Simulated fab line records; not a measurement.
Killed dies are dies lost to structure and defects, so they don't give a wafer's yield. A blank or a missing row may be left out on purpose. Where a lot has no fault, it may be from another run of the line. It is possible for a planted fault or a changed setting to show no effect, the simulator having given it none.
Split-lot study || flow gf180mcu || route with 602 steps; 5 lots, 23 wafers read

== ABOUT THE SPLIT ==
At GF_SALICIDE_SPUTTER_02 (material Co, target thk 10 nm, time 20 s), the setting time-s was moved away from the recipe's 20 s on 8 of the 23 wafers read, by -9.9% to +7.7%. All remaining wafers had this setting at the recipe value.

== THE PATH FROM SPLIT TO READING: the file shows 1 step between them ==
- GF_SALICIDE_SPUTTER_03: material TiN, target thk 20 nm, time 16.7 s

== THE READING ==
At GF_SALICIDE_RS_MEAS_04, a four-point-probe measurement gives SALICIDE_TIN_RS in ohm/sq. On this fab line, fault-free wafers typically give 16.3 ohm/sq with a standard deviation of 0.3 ohm/sq.

{"wafer": "L077.4", "tool, chamber at the split": "pvd-sputter-04, -", "time-s as run, s": 20, "against the recipe": "recipe", "SALICIDE_TIN_RS, ohm/sq": 16.5, "against lot-mates on the recipe": "-"}
{"wafer": "L077.5", "tool, chamber at the split": "pvd-sputter-04, -", "time-s as run, s": 20, "against the recipe": "recipe", "SALICIDE_TIN_RS, ohm/sq": 16.0, "against lot-mates on the recipe": "-"}
{"wafer": "L077.6", "tool, chamber at the split": "pvd-sputter-04, -", "time-s as run, s": 20, "against the recipe": "recipe", "SALICIDE_TIN_RS, ohm/sq": 16.1, "against lot-mates on the recipe": "-"}
{"wafer": "L081.1", "tool, chamber at the split": "pvd-sputter-04, -", "time-s as run, s": 20, "against the recipe": "recipe", "SALICIDE_TIN_RS, ohm/sq": 16.6, "against lot-mates on the recipe": "-"}
{"wafer": "L081.2", "tool, chamber at the split": "pvd-sputter-04, -", "time-s as run, s": 21.53, "against the recipe": "+7.7%", "SALICIDE_TIN_RS, ohm/sq": 15.1, "against lot-mates on the recipe": -1.4}
{"wafer": "L081.3", "tool, chamber at the split": "pvd-sputter-04, -", "time-s as run, s": 21.53, "against the recipe": "+7.7%", "SALICIDE_TIN_RS, ohm/sq": 15.0, "against lot-mates on the recipe": -1.5}
{"wafer": "L081.5", "tool, chamber at the split": "pvd-sputter-04, -", "time-s as run, s": 21.53, "against the recipe": "+7.7%", "SALICIDE_TIN_RS, ohm/sq": 15.4, "against lot-mates on the recipe": -1.1}
{"wafer": "L081.6", "tool, chamber at the split": "pvd-sputter-04, -", "time-s as run, s": 20, "against the recipe": "recipe", "SALICIDE_TIN_RS, ohm/sq": 16.4, "against lot-mates on the recipe": "-"}
{"wafer": "L080.1", "tool, chamber at the split": "pvd-sputter-01, -", "time-s as run, s": 18.7, "against the recipe": "-6.5%", "SALICIDE_TIN_RS, ohm/sq": 17.3, "against lot-mates on the recipe": "+1.1"}
{"wafer": "L080.2", "tool, chamber at the split": "pvd-sputter-01, -", "time-s as run, s": 20, "against the recipe": "recipe", "SALICIDE_TIN_RS, ohm/sq": 16.3, "against lot-mates on the recipe": "-"}
{"wafer": "L080.3", "tool, chamber at the split": "pvd-sputter-01, -", "time-s as run, s": 20, "against the recipe": "recipe", "SALICIDE_TIN_RS, ohm/sq": 16.2, "against lot-mates on the recipe": "-"}
{"wafer": "L080.4", "tool, chamber at the split": "pvd-sputter-01, -", "time-s as run, s": 18.7, "against the recipe": "-6.5%", "SALICIDE_TIN_RS, ohm/sq": 17.7, "against lot-mates on the recipe": "+1.4"}
{"wafer": "L080.6", "tool, chamber at the split": "pvd-sputter-01, -", "time-s as run, s": 18.7, "against the recipe": "-6.5%", "SALICIDE_TIN_RS, ohm/sq": 17.2, "against lot-mates on the recipe": "+0.9"}
{"wafer": "L083.1", "tool, chamber at the split": "pvd-sputter-01, -", "time-s as run, s": 18.01, "against the recipe": "-9.9%", "SALICIDE_TIN_RS, ohm/sq": 18.4, "against lot-mates on the recipe": "+1.8"}
{"wafer": "L083.2", "tool, chamber at the split": "pvd-sputter-01, -", "time-s as run, s": 20, "against the recipe": "recipe", "SALICIDE_TIN_RS, ohm/sq": 16.7, "against lot-mates on the recipe": "-"}
{"wafer": "L083.3", "tool, chamber at the split": "pvd-sputter-01, -", "time-s as run, s": 20, "against the recipe": "recipe", "SALICIDE_TIN_RS, ohm/sq": 16.5, "against lot-mates on the recipe": "-"}
{"wafer": "L083.4", "tool, chamber at the split": "pvd-sputter-01, -", "time-s as run, s": 18.01, "against the recipe": "-9.9%", "SALICIDE_TIN_RS, ohm/sq": 18.3, "against lot-mates on the recipe": "+1.7"}
{"wafer": "L083.5", "tool, chamber at the split": "pvd-sputter-01, -", "time-s as run, s": 20, "against the recipe": "recipe", "SALICIDE_TIN_RS, ohm/sq": 16.7, "against lot-mates on the recipe": "-"}
{"wafer": "L084.1", "tool, chamber at the split": "pvd-sputter-04, -", "time-s as run, s": 20, "against the recipe": "recipe", "SALICIDE_TIN_RS, ohm/sq": 16.3, "against lot-mates on the recipe": "-"}
{"wafer": "L084.2", "tool, chamber at the split": "pvd-sputter-04, -", "time-s as run, s": 20, "against the recipe": "recipe", "SALICIDE_TIN_RS, ohm/sq": 16.1, "against lot-mates on the recipe": "-"}
{"wafer": "L084.3", "tool, chamber at the split": "pvd-sputter-04, -", "time-s as run, s": 20, "against the recipe": "recipe", "SALICIDE_TIN_RS, ohm/sq": 16.0, "against lot-mates on the recipe": "-"}
{"wafer": "L084.4", "tool, chamber at the split": "pvd-sputter-04, -", "time-s as run, s": 20, "against the recipe": "recipe", "SALICIDE_TIN_RS, ohm/sq": 15.9, "against lot-mates on the recipe": "-"}
{"wafer": "L084.5", "tool, chamber at the split": "pvd-sputter-04, -", "time-s as run, s": 20, "against the recipe": "recipe", "SALICIDE_TIN_RS, ohm/sq": 16.1, "against lot-mates on the recipe": "-"}

THE FIT
A straight line over all 23 wafers: SALICIDE_TIN_RS changes by -0.175 ohm/sq for each +1% of time-s; r = -0.95; the points scatter about the line by 0.27 ohm/sq.
The same after taking each lot's own level away (the mean of its wafers on the recipe; 23 wafers): -0.174 ohm/sq for each +1%; r = -0.98; scatter 0.16 ohm/sq.
According to that fit, moving time-s by its largest amount changes the reading by 1.7 ohm/sq.
The lots' own levels span 16.08 to 16.63 ohm/sq, that is 1.8 times the standard deviation above.
The two slopes agree, so the slope changes little with the lot-to-lot level.
Check: +1.73 ohm/sq against its lot-mates is what the line predicts for one of the wafers moved furthest among these (-9.9%) when that wafer is left out of the fit. It came out at +1.77 ohm/sq against them.

== OTHER SPLITS ON THESE WAFERS ==
These wafers also went through other splits before the reading. Each is held against what the fit with the lots' levels taken away leaves over:
{"other split on the same wafers": "GF_PSD_DEVELOP_06 develop-time-s", "wafers away from the commonest value": 6, "r with SALICIDE_TIN_RS (lot level and that fit taken away)": "+0.20"}
{"other split on the same wafers": "GF_SAB_ETCH_11 time-s", "wafers away from the commonest value": 8, "r with SALICIDE_TIN_RS (lot level and that fit taken away)": -0.31}

== THE WHOLE CHAIN: every reading that the file lists as answering this split, in the file's order ==
{"step": "GF_SALICIDE_SPUTTER_02", "what it does": "material Co, target thk 10 nm, time 20 s", "reading": "Co_of_SALICIDE_SPUTTER_02.thk-nm (the simulator's own value, which no gauge read)", "change (the file's fit)": "+0.102 nm for each +1% of the setting", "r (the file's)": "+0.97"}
{"step": "GF_SALICIDE_RS_MEAS_04", "what it does": "measures by four-point-probe", "reading": "SALICIDE_TIN_RS", "change (the file's fit)": "-0.175 for each +1% of the setting", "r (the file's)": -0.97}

== THE FILE'S OWN FIT ==
SALICIDE_TIN_RS changes by -0.175 ohm/sq for each +1% of time-s, r = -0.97.
